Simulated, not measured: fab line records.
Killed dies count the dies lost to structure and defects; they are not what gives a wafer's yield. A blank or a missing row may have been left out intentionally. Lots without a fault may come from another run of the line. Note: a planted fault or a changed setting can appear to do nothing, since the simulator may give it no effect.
A single fault, viewed from 2 desks || flow sky130 || what lay behind the numbers comes last; until then each desk has only its own

## AT THE METROLOGY DESK
Means of the sampled wafers that have a number, per lot and without regard to the tool the lot ran on: this is what the gauges read. Marked OUT: a lot whose mean sits more than 4 standard deviations from the usual mean, which makes it out of limits; the brackets give that distance.
Columns: A = VIA1_HDPCVD_THK at SKY_VIA1_THK_MEAS_01, usual 1028 nm
{"lot": "L141", "first seen here": "day 32 11:06", "A": 1030}
{"lot": "L142", "first seen here": "day 32 23:29", "A": 1017}
{"lot": "L144", "first seen here": "day 34 14:13", "A": 1016}
{"lot": "L143", "first seen here": "day 34 16:52", "A": 1025}
{"lot": "L146", "first seen here": "day 34 17:33", "A": 1042}
{"lot": "L148", "first seen here": "day 35 03:28", "A": 1028}
{"lot": "L149", "first seen here": "day 35 04:36", "A": 1037}
{"lot": "L151", "first seen here": "day 36 02:02", "A": 1022}
{"lot": "L152", "first seen here": "day 36 14:44", "A": 1014}
{"lot": "L153", "first seen here": "day 37 03:07", "A": "833 (-20) OUT"}
{"lot": "L155", "first seen here": "day 37 08:20", "A": "737 (-29) OUT"}
Finding of this desk: L153, L155 out of limits, first seen on L153 at day 37 03:07 (VIA1_HDPCVD_THK at SKY_VIA1_THK_MEAS_01). L141, L142, L144, L143, L146, L148, L149, L151, L152: within limits.

## THE TOOL OWNER'S DESK: hdpcvd-01
The tool's own readings at SKY_VIA1_HDPCVD_00 (deposits SiO2, target thk 1030 nm, time 171.7 s): means of the sampled wafers that have a number, for each lot that ran on this tool. Marked OUT: a lot whose mean sits more than 4 standard deviations from the usual mean, which makes it out of limits; the brackets give that distance.
Columns: A = run length s at SKY_VIA1_HDPCVD_00, usual 199.5 s
{"lot": "L141", "first seen here": "day 32 10:59", "A": 199.4}
{"lot": "L144", "first seen here": "day 34 14:06", "A": 200.0}
{"lot": "L146", "first seen here": "day 34 17:26", "A": 199.0}
{"lot": "L151", "first seen here": "day 36 01:55", "A": 199.1}
{"lot": "L152", "first seen here": "day 36 14:37", "A": 199.5}
{"lot": "L153", "first seen here": "day 37 03:01", "A": "165.5 (-48) OUT"}
{"lot": "L155", "first seen here": "day 37 08:15", "A": "148.8 (-71) OUT"}
This desk's verdict: out of limits on L153, L155, starting with L153 at day 37 03:01 (run length s at SKY_VIA1_HDPCVD_00). L141, L144, L146, L151, L152: within limits.

## ALL TOGETHER
At day 37 03:01, on L153, L155, the tool owner's desk was in a position to raise an alarm.
L153, L155 would have let the metrology desk raise an alarm at day 37 03:07.
Of the lots named, all ran SKY_VIA1_HDPCVD_00 on hdpcvd-01.

## WHAT WAS PUT IN BY THE SIMULATOR
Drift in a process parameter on hdpcvd-01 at SKY_VIA1_HDPCVD_00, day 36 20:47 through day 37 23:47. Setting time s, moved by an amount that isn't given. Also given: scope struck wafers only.
Struck lots among those shown: L153, L155.
Counting hours from when the fault started, the first reading out of limits came at 6 for the tool owner's desk and at 6 for the metrology desk.
